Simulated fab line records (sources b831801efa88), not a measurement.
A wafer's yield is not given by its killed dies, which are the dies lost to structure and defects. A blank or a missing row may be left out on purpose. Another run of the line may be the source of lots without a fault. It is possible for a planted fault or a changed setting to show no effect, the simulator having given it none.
fab line records + flow sky130
record
- lots=11
- wafers=33
- lastDay=51
route steps=708 shown SPACER@306 POLY_CUT@317 RES_XHIGH@340 SD_N@356 SD_P@359 PAD_OPEN@708
lots that met no fault: from a run of the same line without faults
startH: hours from the record's first day to the start of the lot's first wafer shown + waitH: hours from the lot's prior step to this one + " repeats the value in the row above + L1.1+2: a single row standing in for several wafers + - no value, or no start was given + * or withheld: withheld + < > ~ a bound
route shown NAME@n: NAME is a module with steps in the file, n the number in the route of the first one + usual: mean/standard deviation of fault-free wafers + same: alike in all rows + chamber/n: place in a boat + sites: readings site by site + _std_site: standard deviation across them + _edge_site: the outer-site mean with the inner-site mean subtracted + radiusMm: for every site, how far away it sits from the centre of the wafer + mask NAME#n: copy n + behind: tool/chamber where the wafer was last shaped + hold: why the lot was held/for how many hours/how that ended + device: names the non-switching transistor (n, p or np) + end of line: the route-end tests of the same wafers + a step given without rows: its recipe and nothing more + killed: not the wafer's yield, but the dies lost to structure and defects at the first sort + map: a wafer's dies, marking killed ones x, the rest . and places with no die _
set.NAME: the setting as run; set.NAME@STEP: as run at that earlier step + model.NAME: the simulator's own value behind a step, which no gauge read
steps of the route over a sample of lots; a table a step, a row a wafer
services: when a tool's chamber went out of use (startH, in hours from the record's first day, below 0 if earlier), for how many hours, and the reason
## steps
# step SKY_SPACER_ETCHBACK_02
# recipe
- chemistry=CH3F/O2
- target=Si3N4
- stopOn=SiO2
- sourceW=400
- biasW=80
- pressureMtorr=25
- ch3fFlowSccm=40
- O2_flow_sccm=30
- timeS=46.7
- targetDepthA=450
# usual
- drypumpMotorCurrentA=5.7/0.51
- oesProductAu=0.853/0.0053
- throttleValvePct=10.563/0.0092
| lot.wafer | tool       | chamber | startH | waitH | drypumpMotorCurrentA | oesProductAu | rfHoursCounterH | throttleValvePct |
|-----------|------------|---------|--------|-------|----------------------|--------------|-----------------|------------------|
| L419.4    | rieDiel-03 | 3       | 572.07 | 0.0   | 6.3                  | 0.855        | 70              | 10.572           |
| L419.5    | "          | 1       | "      | "     | 5.3                  | 0.848        | -               | 10.577           |
| L419.6    | "          | 0       | "      | "     | 5.8                  | 0.846        | -               | 10.550           |
| L420.1    | rieDiel-03 | 0       | 592.37 | 0.1   | 5.8                  | 0.859        | 45              | 10.556           |
| L420.3    | "          | 2       | "      | "     | 5.6                  | 0.853        | 38              | 10.559           |
| L420.6    | "          | 2       | "      | "     | 5.7                  | 0.851        | -               | 10.559           |
| L421.3    | rieDiel-01 | 3       | 595.99 | 0.0   | 5.6                  | 0.849        | 7               | 10.557           |
| L421.5    | "          | 0       | "      | "     | 6.7                  | 0.855        | -               | 10.581           |
| L421.6    | "          | 3       | "      | "     | 5.6                  | 0.854        | -               | 10.561           |
| L423.1    | rieDiel-01 | 2       | 601.09 | 0.1   | 5.9                  | 0.853        | 5               | 10.555           |
| L423.2    | "          | 0       | "      | "     | 6.7                  | 0.860        | 49              | 10.557           |
| L423.3    | "          | 3       | "      | "     | 5.6                  | 0.852        | 7               | 10.576           |
| L424.2    | rieDiel-03 | 3       | 623.49 | 0.0   | 6.3                  | 0.861        | 0               | 10.580           |
| L424.5    | "          | 2       | "      | "     | 5.6                  | 0.862        | -               | 10.562           |
| L424.6    | "          | 1       | "      | "     | 5.3                  | 0.852        | -               | 10.560           |
| L426.1    | rieDiel-03 | 2       | 629.95 | 0.1   | 5.6                  | 0.847        | 39              | 10.575           |
| L426.4    | "          | 3       | "      | "     | 6.3                  | 0.856        | 0               | 10.551           |
| L426.6    | "          | 1       | "      | "     | 5.3                  | 0.850        | -               | 10.572           |
| L428.1    | rieDiel-01 | 2       | 658.17 | 0.1   | 5.9                  | 0.849        | 7               | 10.573           |
| L428.4    | "          | 1       | "      | "     | 5.5                  | 0.847        | 3               | 10.559           |
| L428.5    | "          | 3       | "      | "     | 5.6                  | 0.849        | -               | 10.561           |
| L434.1    | rieDiel-01 | 2       | 687.68 | 0.1   | 5.9                  | 0.861        | 7               | 10.537           |
| L434.5    | "          | 3       | "      | "     | 5.6                  | 0.850        | -               | 10.575           |
| L434.6    | "          | 0       | "      | "     | 6.7                  | 0.863        | -               | 10.574           |
| L437.1    | rieDiel-04 | 3       | 716.35 | 0.1   | 4.7                  | 0.845        | 22              | 10.569           |
| L437.4    | "          | 1       | "      | "     | 4.9                  | 0.852        | 9               | 10.547           |
| L437.5    | "          | 0       | "      | "     | 5.6                  | 0.849        | -               | 10.556           |
| L438.1    | rieDiel-01 | 1       | 717.55 | 0.1   | 5.5                  | 0.852        | 4               | 10.563           |
| L438.4    | "          | 3       | "      | "     | 5.6                  | 0.851        | 10              | 10.561           |
| L438.6    | "          | 3       | "      | "     | 5.6                  | 0.852        | -               | 10.569           |
| L439.1    | rieDiel-04 | 1       | 734.64 | 0.1   | 4.9                  | 0.841        | 10              | 10.565           |
| L439.3    | "          | 3       | "      | "     | 4.7                  | 0.860        | 22              | 10.569           |
| L439.4    | "          | 0       | "      | "     | 5.7                  | 0.840        | 11              | 10.556           |
# step SKY_POLY_CUT_ETCH_10
# recipe
- chemistry=N2/H2
- target=BARC
- ionEnergyEv=200
- sourceW=500
- biasW=100
- pressureMtorr=30
- n2FlowSccm=100
- h2FlowSccm=200
- stopOn=SiO2
- timeS=45.9
- targetDepthA=600
# usual
- drypumpMotorCurrentA=5.8/0.5
- h2FlowSccm=200.1/0.6
- n2FlowSccm=99.98/0.3
- oesProductAu=0.856/0.0046
- throttleValvePct=13.225/0.0092
| lot.wafer | tool       | chamber | startH | waitH | drypumpMotorCurrentA | h2FlowSccm | n2FlowSccm | oesProductAu | rfHoursCounterH | throttleValvePct |
|-----------|------------|---------|--------|-------|----------------------|------------|------------|--------------|-----------------|------------------|
| L419.4    | rieDiel-04 | 3       | 601.51 | 0.0   | 4.8                  | 200.1      | 99.75      | 0.858        | -               | 13.222           |
| L419.5    | "          | 0       | "      | "     | 5.6                  | 199.5      | 99.87      | 0.856        | -               | 13.219           |
| L419.6    | "          | 2       | "      | "     | 6.2                  | 199.6      | 99.94      | 0.856        | -               | 13.217           |
| L420.1    | rieDiel-04 | 1       | 621.84 | 0.0   | 4.9                  | 200.3      | 100.16     | 0.863        | 8               | 13.216           |
| L420.3    | "          | 2       | "      | "     | 6.2                  | 200.3      | 100.30     | 0.858        | 6               | 13.223           |
| L420.6    | "          | 1       | "      | "     | 4.9                  | 200.0      | 100.38     | 0.862        | -               | 13.218           |
| L421.3    | rieDiel-01 | 2       | 625.56 | 0.0   | 5.9                  | 200.5      | 100.21     | 0.848        | 6               | 13.222           |
| L421.5    | "          | 2       | "      | "     | 5.9                  | 200.5      | 99.84      | 0.846        | -               | 13.225           |
| L421.6    | "          | 3       | "      | "     | 5.6                  | 199.7      | 99.90      | 0.852        | -               | 13.228           |
| L423.1    | rieDiel-01 | 3       | 630.64 | 0.0   | 5.6                  | 199.6      | 100.13     | 0.848        | 8               | 13.226           |
| L423.2    | "          | 0       | "      | "     | 6.7                  | 200.1      | 99.97      | 0.854        | 50              | 13.241           |
| L423.3    | "          | 2       | "      | "     | 5.9                  | 200.4      | 99.93      | 0.853        | 6               | 13.227           |
| L424.2    | rieDiel-02 | 3       | 652.84 | 0.0   | 6.0                  | 199.6      | 99.88      | 0.859        | 5               | 13.218           |
| L424.5    | "          | 1       | "      | "     | 5.5                  | 200.4      | 99.71      | 0.855        | -               | 13.219           |
| L424.6    | "          | 2       | "      | "     | 6.2                  | 198.6      | 99.83      | 0.862        | -               | 13.221           |
| L426.1    | rieDiel-02 | 0       | 658.78 | 0.0   | 6.2                  | 199.5      | 99.90      | 0.855        | 9               | 13.251           |
| L426.4    | "          | 3       | "      | "     | 6.0                  | 200.2      | 99.70      | 0.853        | 5               | 13.237           |
| L426.6    | "          | 2       | "      | "     | 6.2                  | 199.4      | 99.93      | 0.843        | -               | 13.228           |
| L428.1    | rieDiel-04 | 2       | 687.34 | 0.0   | 6.2                  | 199.3      | 100.37     | 0.856        | 7               | 13.236           |
| L428.4    | "          | 1       | "      | "     | 4.9                  | 199.8      | 100.05     | 0.857        | 9               | 13.229           |
| L428.5    | "          | 0       | "      | "     | 5.7                  | 200.3      | 100.04     | 0.854        | -               | 13.217           |
| L434.1    | rieDiel-02 | 1       | 716.63 | 0.0   | 5.5                  | 199.7      | 100.23     | 0.850        | 52              | 13.227           |
| L434.5    | "          | 3       | "      | "     | 6.0                  | 200.0      | 100.17     | 0.853        | -               | 13.225           |
| L434.6    | "          | 0       | "      | "     | 6.2                  | 200.3      | 99.64      | 0.855        | -               | 13.232           |
| L437.1    | rieDiel-02 | 3       | 744.83 | 0.0   | 6.0                  | 199.3      | 100.08     | 0.853        | 7               | 13.232           |
| L437.4    | "          | 2       | "      | "     | 6.2                  | 200.0      | 99.63      | 0.864        | 20              | 13.227           |
| L437.5    | "          | 2       | "      | "     | 6.2                  | 200.1      | 99.99      | 0.853        | -               | 13.217           |
| L438.1    | rieDiel-02 | 0       | 746.29 | 0.0   | 6.2                  | 199.7      | 99.72      | 0.853        | 11              | 13.218           |
| L438.4    | "          | 3       | "      | "     | 6.0                  | 200.2      | 99.63      | 0.856        | 7               | 13.232           |
| L438.6    | "          | 3       | "      | "     | 6.0                  | 200.3      | 99.92      | 0.855        | -               | 13.218           |
| L439.1    | rieDiel-01 | 1       | 762.09 | 0.0   | 5.5                  | 200.1      | 99.70      | 0.853        | 6               | 13.218           |
| L439.3    | "          | 2       | "      | "     | 5.9                  | 200.1      | 99.40      | 0.865        | 10              | 13.219           |
| L439.4    | "          | 3       | "      | "     | 5.6                  | 199.5      | 100.13     | 0.858        | 12              | 13.238           |
# step SKY_RES_XHIGH_STRIP_08
# recipe
- chemistry=O2/N2
- powerW=1400
- pressureMtorr=1500
- platenTempC=withheld
- o2FlowSccm=3000
- n2FlowSccm=300
- overashFraction=0.5
# usual
- drypumpMotorCurrentA=6.1/0.36
- n2FlowSccm=300.1/0.95
- oesProductAu=0.711/0.0043
- stripTimeToEndpointS=14.29/0.038
| lot.wafer | tool           | chamber | startH | waitH | drypumpMotorCurrentA | n2FlowSccm | oesProductAu | rfHoursCounterH | stripTimeToEndpointS |
|-----------|----------------|---------|--------|-------|----------------------|------------|--------------|-----------------|----------------------|
| L419.4    | plasmaAsher-03 | 0       | 660.32 | 0.1   | 6.1                  | 301.3      | 0.706        | -               | 14.30                |
| L419.5    | "              | 0       | "      | "     | 6.1                  | 301.2      | 0.709        | -               | 14.30                |
| L419.6    | "              | 1       | "      | "     | 6.0                  | 300.5      | 0.702        | -               | 14.30                |
| L420.1    | plasmaAsher-04 | 0       | 679.92 | 0.1   | 6.4                  | 300.5      | 0.703        | 26              | 14.27                |
| L420.3    | "              | 1       | "      | "     | 6.0                  | 298.2      | 0.709        | -               | 14.30                |
| L420.6    | "              | 1       | "      | "     | 6.0                  | 299.5      | 0.711        | -               | 14.27                |
| L421.3    | plasmaAsher-01 | 1       | 683.10 | 0.1   | 6.4                  | 299.0      | 0.715        | -               | 14.28                |
| L421.5    | "              | 0       | "      | "     | 5.2                  | 299.6      | 0.714        | -               | 14.25                |
| L421.6    | "              | 1       | "      | "     | 6.4                  | 298.5      | 0.709        | -               | 14.33                |
| L423.1    | plasmaAsher-04 | 1       | 688.77 | 0.1   | 6.0                  | 300.4      | 0.700        | 27              | 14.23                |
| L423.2    | "              | 0       | "      | "     | 6.3                  | 299.6      | 0.703        | 27              | 14.26                |
| L423.3    | "              | 1       | "      | "     | 6.0                  | 299.0      | 0.710        | -               | 14.23                |
| L424.2    | plasmaAsher-04 | 0       | 710.33 | 0.1   | 6.4                  | 298.3      | 0.706        | 29              | 14.28                |
| L424.5    | "              | 1       | "      | "     | 6.0                  | 300.4      | 0.699        | -               | 14.23                |
| L424.6    | "              | 0       | "      | "     | 6.4                  | 298.1      | 0.716        | -               | 14.23                |
| L426.1    | plasmaAsher-03 | 1       | 717.06 | 0.1   | 6.1                  | 300.8      | 0.709        | 91              | 14.20                |
| L426.4    | "              | 0       | "      | "     | 6.1                  | 299.0      | 0.712        | -               | 14.17                |
| L426.6    | "              | 1       | "      | "     | 6.1                  | 298.3      | 0.713        | -               | 14.19                |
| L428.1    | plasmaAsher-04 | 0       | 744.61 | 0.1   | 6.4                  | 300.4      | 0.714        | 33              | 14.31                |
| L428.4    | "              | 0       | "      | "     | 6.4                  | 301.0      | 0.708        | -               | 14.33                |
| L428.5    | "              | 1       | "      | "     | 6.0                  | 299.0      | 0.716        | -               | 14.32                |
| L434.1    | plasmaAsher-04 | 1       | 773.43 | 0.1   | 6.1                  | 299.7      | 0.718        | 36              | 14.36                |
| L434.5    | "              | 1       | "      | "     | 6.1                  | 299.8      | 0.713        | -               | 14.33                |
| L434.6    | "              | 0       | "      | "     | 6.4                  | 300.4      | 0.709        | -               | 14.37                |
| L437.1    | plasmaAsher-01 | 0       | 799.92 | 0.1   | 5.3                  | 300.3      | 0.714        | 93              | 14.32                |
| L437.4    | "              | 1       | "      | "     | 6.3                  | 302.6      | 0.707        | -               | 14.32                |
| L437.5    | "              | 1       | "      | "     | 6.3                  | 301.1      | 0.716        | -               | 14.26                |
| L438.1    | plasmaAsher-03 | 0       | 802.48 | 0.1   | 6.1                  | 300.9      | 0.707        | 6               | 14.30                |
| L438.4    | "              | 0       | "      | "     | 6.0                  | 299.9      | 0.714        | -               | 14.30                |
| L438.6    | "              | 1       | "      | "     | 6.1                  | 301.0      | 0.713        | -               | 14.30                |
| L439.1    | plasmaAsher-04 | 1       | 817.37 | 0.1   | 6.0                  | 299.2      | 0.706        | 40              | 14.28                |
| L439.3    | "              | 0       | "      | "     | 6.3                  | 298.1      | 0.712        | -               | 14.28                |
| L439.4    | "              | 1       | "      | "     | 6.1                  | 300.2      | 0.709        | -               | 14.30                |
# step SKY_SD_N_RTA_14
# recipe
- tempC=1075
- timeS=2
- idleTempC=650
- rampUpCPerS=150
- rampDownCPerS=90
- ambient=N2
# usual
- chamberO2Ppm=1.998/0.02
- lampPowerPct=15.74/0.054
- wafer_temp_C_max=1078.1/1.3
| lot.wafer | tool         | chamber | startH | waitH | chamberO2Ppm | lampPowerPct | wafer_temp_C_max |
|-----------|--------------|---------|--------|-------|--------------|--------------|------------------|
| L419.4    | rtpAnneal-02 | 0       | 689.51 | 0.0   | 1.992        | 15.65        | 1078.7           |
| L419.5    | "            | 0       | "      | "     | 2.013        | 15.78        | 1078.7           |
| L419.6    | "            | 0       | "      | "     | 1.991        | 15.77        | 1077.1           |
| L420.1    | rtpAnneal-02 | 0       | 708.85 | 0.0   | 2.008        | 15.75        | 1077.1           |
| L420.3    | "            | 0       | "      | "     | 1.996        | 15.74        | 1079.9           |
| L420.6    | "            | 0       | "      | "     | 2.006        | 15.70        | 1079.4           |
| L421.3    | rtpAnneal-01 | 0       | 711.82 | 0.0   | 1.997        | 15.76        | 1075.4           |
| L421.5    | "            | 0       | "      | "     | 1.980        | 15.69        | 1079.2           |
| L421.6    | "            | 0       | "      | "     | 1.975        | 15.82        | 1077.9           |
| L423.1    | rtpAnneal-02 | 0       | 718.47 | 0.0   | 2.007        | 15.73        | 1078.3           |
| L423.2    | "            | 0       | "      | "     | 1.981        | 15.83        | 1079.8           |
| L423.3    | "            | 0       | "      | "     | 1.998        | 15.68        | 1076.2           |
| L424.2    | rtpAnneal-02 | 0       | 738.81 | 0.0   | 1.961        | 14.68        | 1081.2           |
| L424.5    | "            | 0       | "      | "     | 1.975        | 14.69        | 1077.2           |
| L424.6    | "            | 0       | "      | "     | 1.982        | 14.67        | 1077.3           |
| L426.1    | rtpAnneal-02 | 0       | 746.07 | 0.0   | 2.019        | 14.63        | 1078.6           |
| L426.4    | "            | 0       | "      | "     | 1.988        | 14.71        | 1077.4           |
| L426.6    | "            | 0       | "      | "     | 2.023        | 14.69        | 1077.8           |
| L428.1    | rtpAnneal-01 | 0       | 772.48 | 0.0   | 1.979        | 15.79        | 1078.4           |
| L428.4    | "            | 0       | "      | "     | 1.990        | 15.82        | 1078.5           |
| L428.5    | "            | 0       | "      | "     | 1.998        | 15.58        | 1078.9           |
| L434.1    | rtpAnneal-01 | 0       | 801.86 | 0.0   | 2.004        | 15.70        | 1077.5           |
| L434.5    | "            | 0       | "      | "     | 2.002        | 15.80        | 1082.0           |
| L434.6    | "            | 0       | "      | "     | 1.998        | 15.72        | 1080.7           |
| L437.1    | rtpAnneal-02 | 0       | 827.67 | 0.0   | 2.040        | 15.77        | 1077.2           |
| L437.4    | "            | 0       | "      | "     | 2.013        | 15.69        | 1076.3           |
| L437.5    | "            | 0       | "      | "     | 2.038        | 15.71        | 1079.3           |
| L438.1    | rtpAnneal-01 | 0       | 830.25 | 0.0   | 1.990        | 15.78        | 1078.5           |
| L438.4    | "            | 0       | "      | "     | 2.005        | 15.72        | 1079.6           |
| L438.6    | "            | 0       | "      | "     | 1.995        | 15.84        | 1077.6           |
| L439.1    | rtpAnneal-02 | 0       | 844.55 | 0.0   | 2.008        | 15.82        | 1076.0           |
| L439.3    | "            | 0       | "      | "     | 1.991        | 15.85        | 1078.2           |
| L439.4    | "            | 0       | "      | "     | 1.956        | 15.68        | 1080.3           |
# step SKY_SD_N_RS_MEAS_16
# recipe
- thkMeasGauge=four-point-probe
# usual
- SD_N_RS=68.52/0.1
| lot.wafer | tool         | chamber | startH | waitH | SD_N_RS[ohm/sq] |
|-----------|--------------|---------|--------|-------|-----------------|
| L419.4    | filmMetro-01 | -       | 689.72 | 0.1   | 68.55           |
| L419.5    | "            | -       | "      | "     | 68.52           |
| L419.6    | "            | -       | "      | "     | 68.58           |
| L420.1    | filmMetro-04 | -       | 709.02 | 0.1   | 68.53           |
| L420.3    | "            | -       | "      | "     | 68.70           |
| L420.6    | "            | -       | "      | "     | 68.72           |
| L421.3    | filmMetro-01 | -       | 712.01 | 0.1   | 68.56           |
| L421.5    | "            | -       | "      | "     | 68.42           |
| L421.6    | "            | -       | "      | "     | 68.46           |
| L423.1    | filmMetro-02 | -       | 718.65 | 0.1   | 68.45           |
| L423.2    | "            | -       | "      | "     | 68.44           |
| L423.3    | "            | -       | "      | "     | 68.47           |
| L424.2    | filmMetro-04 | -       | 738.99 | 0.1   | 73.23           |
| L424.5    | "            | -       | "      | "     | 73.27           |
| L424.6    | "            | -       | "      | "     | 73.10           |
| L426.1    | filmMetro-01 | -       | 746.27 | 0.1   | 73.26           |
| L426.4    | "            | -       | "      | "     | 73.36           |
| L426.6    | "            | -       | "      | "     | 73.41           |
| L428.1    | filmMetro-04 | -       | 772.66 | 0.1   | 68.52           |
| L428.4    | "            | -       | "      | "     | 68.66           |
| L428.5    | "            | -       | "      | "     | 68.59           |
| L434.1    | filmMetro-02 | -       | 802.03 | 0.1   | 68.39           |
| L434.5    | "            | -       | "      | "     | 68.46           |
| L434.6    | "            | -       | "      | "     | 68.26           |
| L437.1    | filmMetro-01 | -       | 827.85 | 0.1   | 68.55           |
| L437.4    | "            | -       | "      | "     | 68.52           |
| L437.5    | "            | -       | "      | "     | 68.56           |
| L438.1    | filmMetro-04 | -       | 830.42 | 0.1   | 68.69           |
| L438.4    | "            | -       | "      | "     | 68.66           |
| L438.6    | "            | -       | "      | "     | 68.46           |
| L439.1    | filmMetro-01 | -       | 844.73 | 0.1   | 68.35           |
| L439.3    | "            | -       | "      | "     | 68.48           |
| L439.4    | "            | -       | "      | "     | 68.53           |
# step SKY_SD_N_RS_MEAS_17
# recipe
- thkMeasGauge=four-point-probe
# usual
- SD_P_RS=146.9/0.35
| lot.wafer | tool         | chamber | startH | waitH | SD_P_RS[ohm/sq] |
|-----------|--------------|---------|--------|-------|-----------------|
| L419.4    | filmMetro-01 | -       | 689.84 | 0.1   | 147.2           |
| L419.5    | "            | -       | "      | "     | 146.9           |
| L419.6    | "            | -       | "      | "     | 147.1           |
| L420.1    | filmMetro-04 | -       | 709.14 | 0.1   | 147.5           |
| L420.3    | "            | -       | "      | "     | 147.4           |
| L420.6    | "            | -       | "      | "     | 147.1           |
| L421.3    | filmMetro-01 | -       | 712.13 | 0.1   | 146.9           |
| L421.5    | "            | -       | "      | "     | 146.7           |
| L421.6    | "            | -       | "      | "     | 147.0           |
| L423.1    | filmMetro-02 | -       | 718.77 | 0.1   | 147.3           |
| L423.2    | "            | -       | "      | "     | 147.3           |
| L423.3    | "            | -       | "      | "     | 146.5           |
| L424.2    | filmMetro-04 | -       | 739.11 | 0.1   | 175.0           |
| L424.5    | "            | -       | "      | "     | 174.9           |
| L424.6    | "            | -       | "      | "     | 174.5           |
| L426.1    | filmMetro-01 | -       | 746.39 | 0.1   | 175.0           |
| L426.4    | "            | -       | "      | "     | 175.9           |
| L426.6    | "            | -       | "      | "     | 175.3           |
| L428.1    | filmMetro-04 | -       | 772.78 | 0.1   | 146.9           |
| L428.4    | "            | -       | "      | "     | 146.8           |
| L428.5    | "            | -       | "      | "     | 147.1           |
| L434.1    | filmMetro-02 | -       | 802.15 | 0.1   | 146.2           |
| L434.5    | "            | -       | "      | "     | 146.5           |
| L434.6    | "            | -       | "      | "     | 146.8           |
| L437.1    | filmMetro-01 | -       | 827.97 | 0.1   | 147.4           |
| L437.4    | "            | -       | "      | "     | 147.3           |
| L437.5    | "            | -       | "      | "     | 147.2           |
| L438.1    | filmMetro-04 | -       | 830.54 | 0.1   | 146.8           |
| L438.4    | "            | -       | "      | "     | 146.9           |
| L438.6    | "            | -       | "      | "     | 146.5           |
| L439.1    | filmMetro-01 | -       | 844.85 | 0.1   | 146.7           |
| L439.3    | "            | -       | "      | "     | 146.9           |
| L439.4    | "            | -       | "      | "     | 147.0           |
# step SKY_PAD_OPEN_PROBE_99
# usual
- killed_at_M0_to_M3=43/6.8
- killed_at_M4_up=3.2/2
- killedAtContacts=24/5.3
- killedAtFrontEnd=16/4.4
- killedAtOther=0.3/0.54
- killedDies=86/9.4
- killedOpen=48/6.6
- killedShort=38/6.5
# same
- grossDies=492
- killedAtBackSide=0
| lot.wafer | tool      | chamber | startH  | waitH | killed_at_M0_to_M3 | killed_at_M4_up | killedAtContacts | killedAtFrontEnd | killedAtOther | killedDies | killedOpen | killedShort |
|-----------|-----------|---------|---------|-------|--------------------|-----------------|------------------|------------------|---------------|------------|------------|-------------|
| L420.1    | prober-01 | -       | 1131.59 | 0.1   | 53                 | 4               | 30               | 20               | 0             | 107        | 68         | 39          |
| L420.3    | prober-01 | -       | 1131.69 | 0.2   | 44                 | 2               | 21               | 22               | 1             | 90         | 46         | 44          |
| L420.6    | prober-01 | -       | 1131.84 | 0.2   | 32                 | 2               | 21               | 24               | 0             | 79         | 45         | 33          |
| L424.2    | prober-01 | -       | 1152.09 | 0.1   | 45                 | 1               | 20               | 17               | 0             | 83         | 47         | 36          |
| L424.5    | prober-01 | -       | 1152.24 | 0.2   | 51                 | 3               | 24               | 17               | 1             | 96         | 57         | 38          |
| L424.6    | prober-01 | -       | 1152.29 | 0.2   | 29                 | 2               | 24               | 16               | 0             | 71         | 45         | 26          |
| L434.1    | prober-02 | -       | 1192.11 | 0.1   | 38                 | 2               | 28               | 7                | 0             | 75         | 41         | 34          |
| L434.5    | prober-02 | -       | 1192.31 | 0.2   | 51                 | 0               | 24               | 10               | 0             | 85         | 46         | 39          |
| L434.6    | prober-02 | -       | 1192.36 | 0.2   | 28                 | 2               | 22               | 16               | 0             | 68         | 34         | 33          |
# killed by level:class
L420.1 VIA1:geometricParticle:open=17 CONTACT:geometricParticle:open=11 FIELD_ISO:geometricParticle:open=8 LI_CONTACT:geometricParticle:open=7 CONTACT:geometricParticle:short=6 VIA2:geometricParticle:open=6 VIA3:geometricParticle:open=6 METAL2:geometricParticle:short=5
L420.3 VIA3:geometricParticle:open=11 CONTACT:geometricParticle:open=11 POLY_GATE:geometricParticle:short=8 VIA1:geometricParticle:open=7 METAL1:geometricParticle:short=7 POLY_GATE:geometricParticle:open=5 LOCAL_INTERCONNECT:geometricParticle:short=4 METAL2:geometricParticle:short=4
L420.6 VIA1:geometricParticle:open=11 CONTACT:geometricParticle:open=9 POLY_GATE:geometricParticle:open=7 METAL1:geometricParticle:short=7 FIELD_ISO:geometricParticle:short=4 POLY_GATE:geometricParticle:short=4 VIA2:geometricParticle:open=4 VIA1:geometricParticle:short=4
L424.2 VIA1:geometricParticle:open=13 CONTACT:geometricParticle:open=9 VIA3:geometricParticle:short=6 POLY_GATE:geometricParticle:short=6 POLY_GATE:geometricParticle:open=6 VIA3:geometricParticle:open=6 LI_CONTACT:geometricParticle:open=5 VIA1:geometricParticle:short=4
L424.5 VIA1:geometricParticle:open=21 CONTACT:geometricParticle:short=9 CONTACT:geometricParticle:open=8 VIA3:geometricParticle:open=8 VIA1:geometricParticle:short=5 POLY_GATE:geometricParticle:short=4 POLY_GATE:geometricParticle:open=4 LOCAL_INTERCONNECT:geometricParticle:short=4
L424.6 CONTACT:geometricParticle:open=9 VIA1:geometricParticle:open=7 VIA3:geometricParticle:open=6 METAL2:geometricParticle:short=5 LI_CONTACT:geometricParticle:open=5 CONTACT:geometricParticle:short=5 FIELD_ISO:geometricParticle:open=3 FIELD_ISO:geometricParticle:short=3
L434.1 VIA1:geometricParticle:open=13 CONTACT:geometricParticle:open=9 LI_CONTACT:geometricParticle:open=8 CONTACT:geometricParticle:short=6 VIA2:geometricParticle:open=6 METAL2:geometricParticle:short=4 POLY_GATE:geometricParticle:short=3 LOCAL_INTERCONNECT:geometricParticle:short=3
L434.5 VIA1:geometricParticle:open=10 VIA1:geometricParticle:short=8 VIA3:geometricParticle:open=8 CONTACT:geometricParticle:short=7 LI_CONTACT:geometricParticle:open=7 CONTACT:geometricParticle:open=7 METAL1:geometricParticle:short=6 VIA2:geometricParticle:open=6
L434.6 CONTACT:geometricParticle:open=10 VIA1:geometricParticle:short=6 METAL2:geometricParticle:short=6 VIA3:geometricParticle:open=6 LI_CONTACT:geometricParticle:open=5 FIELD_ISO:geometricParticle:short=4 POLY_GATE:geometricParticle:open=4 LOCAL_INTERCONNECT:geometricParticle:short=4
## services
| tool           | chamber | startH | hours | kind   |
|----------------|---------|--------|-------|--------|
| rieDiel-04     | 1       | 551.87 | 5.6   | repair |
| rieDiel-04     | -       | 552.44 | 4.3   | pm     |
| rieDiel-01     | 0       | 566.04 | 12.3  | repair |
| plasmaAsher-04 | -       | 570.40 | 2.8   | pm     |
| rieDiel-01     | 0       | 579.20 | 3.9   | repair |
| rieDiel-01     | 2       | 595.02 | 1.2   | repair |
| rieDiel-04     | 1       | 597.58 | 9.6   | repair |
| rieDiel-01     | 0       | 606.57 | 5.9   | repair |
| rieDiel-04     | 2       | 614.17 | 3.0   | repair |
| rtpAnneal-02   | -       | 632.38 | 1.0   | repair |
| rieDiel-04     | 3       | 665.18 | 6.1   | repair |
| rieDiel-04     | -       | 692.05 | 0.8   | repair |
| rieDiel-02     | 1       | 692.54 | 13.6  | repair |
| rieDiel-02     | 3       | 697.93 | 4.0   | repair |
| plasmaAsher-04 | -       | 699.76 | 4.5   | repair |
| rieDiel-02     | 0       | 709.53 | 2.7   | repair |
| rieDiel-04     | 3       | 716.71 | 4.6   | repair |
| rieDiel-01     | 3       | 731.79 | 11.8  | repair |
| rieDiel-04     | -       | 761.18 | 1.9   | repair |
| plasmaAsher-04 | -       | 763.39 | 1.6   | repair |
| rtpAnneal-02   | -       | 766.44 | 23.1  | pm     |
| rtpAnneal-02   | -       | 797.09 | 2.6   | pm     |
| rieDiel-01     | 3       | 806.13 | 13.1  | repair |
| rieDiel-01     | 3       | 830.65 | 5.8   | repair |
## key
firstSign
- step=SKY_SD_N_RTA_14
- reading=lampPowerPct
- direction=down
- sigmas=19
- usual=15.74
- struck=14.68
effect
- step=SKY_SD_N_RS_MEAS_16
- reading=SD_N_RS
- direction=up
- sigmas=46
- usual=68.52
- struck=73.27
effect
- step=SKY_SD_N_RS_MEAS_17
- reading=SD_P_RS
- direction=up
- sigmas=81
- usual=146.9
- struck=175.1
metAt SKY_SD_N_RTA_14
struckLots L424,L426
rowsEnd L426.4
sortLeftOut L426.1,L426.6
testerLeftOut L424,L426
notActingAt SKY_SPACER_ETCHBACK_02,SKY_POLY_CUT_ETCH_10,SKY_RES_XHIGH_STRIP_08
onsetBetween 718.47 738.81
fault
- kind=processParameterDrift
- tool=rtpAnneal-02
- chamber=-
- onsetH=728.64
- steps=SKY_SD_N_RTA_14
- channel=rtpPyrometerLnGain
- offset=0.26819
- shape=step
- endH=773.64
# testerLeftOut: of these lots the tester's yield and bins aren't shown, on N5 and GAA mostly nor the transistor test; their killed dies are dies lost to structure and defects alone, not to doping, threshold or leakage, so they don't give the yield
# sortLeftOut: the simulated sort isn't trusted on such a fault, so these wafers' sort isn't shown, and their yield isn't known
# rowsEnd: these wafers met a further fault down the route, and their rows from its step on are left out
